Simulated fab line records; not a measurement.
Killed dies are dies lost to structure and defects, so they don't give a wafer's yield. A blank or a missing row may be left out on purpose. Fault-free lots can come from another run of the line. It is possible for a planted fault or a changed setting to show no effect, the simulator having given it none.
Which of the tools did it? :: flow gf180mcu :: 11 lots with 33 wafers sampled at 4 steps, on a route of 602 steps

## WHAT THE GAUGES READ, wafer by wafer
GF_V2_CD_MEAS_14 targets a cd of 260 nm.
lot: L107
measured: day 21 09:01
on: cd_sem-01
cd_nm (nm): 260.6 260.6 261.3

lot: L109
measured: day 21 22:34
on: cd_sem-01
cd_nm (nm): 262.3 261.5 261.9

lot: L111
measured: day 23 01:32
on: cd_sem-01
cd_nm (nm): 259.7 258.7 260.2

lot: L112
measured: day 23 08:00
on: cd_sem-02
cd_nm (nm): 260.4 259.4 259.1

lot: L114
measured: day 24 01:10
on: cd_sem-02
cd_nm (nm): 257.8 257.1 258.0

lot: L120
measured: day 25 14:22
on: cd_sem-02
cd_nm (nm): 259.5 259.5 259.3

lot: L121
measured: day 25 19:28
on: cd_sem-01
cd_nm (nm): 263.2 263.3 264.4

lot: L123
measured: day 26 11:46
on: cd_sem-02
cd_nm (nm): 259.8 260.2 259.8

lot: L128
measured: day 27 19:34
on: cd_sem-01
cd_nm (nm): 259.5 260.7 261.6

lot: L129
measured: day 28 02:41
on: cd_sem-01
cd_nm (nm): 261.3 261.9 261.5

lot: L130
measured: day 28 12:58
on: cd_sem-02
cd_nm (nm): 260.1 259.6 259.8

GF_M3_CD_MEAS_14 targets a cd of 280 nm.
lot: L107
measured: day 22 10:41
on: cd_sem-01
cd_nm (nm): 281.0 280.6 280.6

lot: L109
measured: day 22 23:06
on: cd_sem-02
cd_nm (nm): 279.7 279.4 280.1

lot: L111
measured: day 24 01:56
on: cd_sem-02
cd_nm (nm): 278.9 277.7 278.6

lot: L112
measured: day 24 08:34
on: cd_sem-01
cd_nm (nm): 278.7 279.1 278.5

lot: L114
measured: day 24 23:21
on: cd_sem-02
cd_nm (nm): 277.8 280.3 279.0

lot: L120
measured: day 26 13:40
on: cd_sem-02
cd_nm (nm): 281.2 279.2 281.2

lot: L121
measured: day 26 17:55
on: cd_sem-02
cd_nm (nm): 277.1 277.2 277.6

lot: L123
measured: day 27 10:20
on: cd_sem-02
cd_nm (nm): 279.8 279.0 279.6

lot: L128
measured: day 28 17:00
on: cd_sem-01
cd_nm (nm): 279.6 279.6 278.7

lot: L129
measured: day 29 00:29
on: cd_sem-01
cd_nm (nm): 279.2 278.2 279.4

lot: L130
measured: day 29 10:17
on: cd_sem-01
cd_nm (nm): 278.7 279.1 279.2

GF_V3_THK_MEAS_03.
lot: L107
measured: day 22 11:41
on: film_metro-03
V3_CVD_02_THK (nm): 834 841 849

lot: L109
measured: day 23 00:07
on: film_metro-02
V3_CVD_02_THK (nm): 838 822 840

lot: L111
measured: day 24 02:56
on: film_metro-03
V3_CVD_02_THK (nm): 818 837 854

lot: L112
measured: day 24 09:34
on: film_metro-03
V3_CVD_02_THK (nm): 837 833 843

lot: L114
measured: day 25 00:22
on: film_metro-03
V3_CVD_02_THK (nm): 829 830 839

lot: L120
measured: day 26 14:40
on: film_metro-03
V3_CVD_02_THK (nm): 853 838 1312

lot: L121
measured: day 26 19:04
on: film_metro-03
V3_CVD_02_THK (nm): 836 838 1307

lot: L123
measured: day 27 11:18
on: film_metro-01
V3_CVD_02_THK (nm): 840 849 846

lot: L128
measured: day 28 18:02
on: film_metro-03
V3_CVD_02_THK (nm): 827 845 850

lot: L129
measured: day 29 01:31
on: film_metro-03
V3_CVD_02_THK (nm): 840 860 846

lot: L130
measured: day 29 11:17
on: film_metro-02
V3_CVD_02_THK (nm): 846 851 860

## EACH LOT AND THE TOOL THAT RAN IT (in order: tool; ch and the chambers of the sampled wafers; start)
lot: L107
GF_V3_CVD_02: pecvd-01 ch 0,1,2, day 22 11:37

lot: L109
GF_V3_CVD_02: pecvd-04 ch 0,1,2, day 23 00:02

lot: L111
GF_V3_CVD_02: pecvd-03 ch 0,2, day 24 02:51

lot: L112
GF_V3_CVD_02: pecvd-04 ch 0,1,2, day 24 09:30

lot: L114
GF_V3_CVD_02: pecvd-04 ch 1,2, day 25 00:17

lot: L120
GF_V3_CVD_02: pecvd-04 ch 0,1,2, day 26 14:36

lot: L121
GF_V3_CVD_02: pecvd-04 ch 0,2, day 26 18:59

lot: L123
GF_V3_CVD_02: pecvd-03 ch 0,1,2, day 27 11:14

lot: L128
GF_V3_CVD_02: pecvd-01 ch 0,1,2, day 28 17:58

lot: L129
GF_V3_CVD_02: pecvd-01 ch 0,2, day 29 01:26

lot: L130
GF_V3_CVD_02: pecvd-03 ch 0,1, day 29 11:11
- GF_V3_CVD_02: deposits SiO2 from TEOS, target thk 850 nm, time 94.851 s.

## AS READ BY THE TOOLS THEMSELVES (means over the sampled wafers that have a number; for cases with no such wafer, the mark the record gives instead)
GF_V3_CVD_02.
lot: L107
tool: pecvd-01
heater_power_w (W): 721
susceptor_temp_C (C): 400.14

lot: L109
tool: pecvd-04
heater_power_w (W): 585
susceptor_temp_C (C): 399.99

lot: L111
tool: pecvd-03
heater_power_w (W): 704
susceptor_temp_C (C): 399.91

lot: L112
tool: pecvd-04
heater_power_w (W): 590
susceptor_temp_C (C): 400.12

lot: L114
tool: pecvd-04
heater_power_w (W): 664
susceptor_temp_C (C): 400.23

lot: L120
tool: pecvd-04
heater_power_w (W): 632
susceptor_temp_C (C): 400.20

lot: L121
tool: pecvd-04
heater_power_w (W): 606
susceptor_temp_C (C): 399.83

lot: L123
tool: pecvd-03
heater_power_w (W): 624
susceptor_temp_C (C): 399.85

lot: L128
tool: pecvd-01
heater_power_w (W): 716
susceptor_temp_C (C): 400.13

lot: L129
tool: pecvd-01
heater_power_w (W): 706
susceptor_temp_C (C): 399.97

lot: L130
tool: pecvd-03
heater_power_w (W): 641
susceptor_temp_C (C): 400.04

## THE ANSWER, worked out from the rows above alone
Rule: usual is defined by the lots themselves. Put in order of their means at a reading, lots are off if they are a third of the lots or fewer, leave a main group of 4 or more, and stand apart from it by a gap of 3 or more times the standard deviation of the main group's means; of several such gaps the widest counts. The tables above print the reading to a certain number of digits; a main group whose means all agree to those digits is not used. Also off: a lot with no number at a reading for which 4 or more lots have one. The other lots that the step has rows for count as sound. Order of review: gauges by route order, followed by the tools' own readings, for which a lot's mean as printed above is used. At the first step where some lot is off, the reading lying furthest off is the one used; lots without a number count as furthest.
Off: L120, L121, seen at GF_V3_THK_MEAS_03 (V3_CVD_02_THK). The main group has a mean of 841 nm with a standard deviation of 6.4.
A tool fits if, at a process step before that reading, it ran every lot that is off, and no sound lot after the first of them. Gauges at GF_V3_THK_MEAS_03: tried the same way as those tools. One fits: GF_V3_CVD_02 on pecvd-04. A fault onset in the window from L114 (day 25 00:17, its last sound lot) to L120 (day 26 14:36, its first lot off) fits.

## WHAT THE SIMULATOR HAD PUT IN
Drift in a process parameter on pecvd-04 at GF_V3_CVD_02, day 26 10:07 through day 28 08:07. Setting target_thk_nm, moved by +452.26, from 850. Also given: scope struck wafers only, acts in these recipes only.
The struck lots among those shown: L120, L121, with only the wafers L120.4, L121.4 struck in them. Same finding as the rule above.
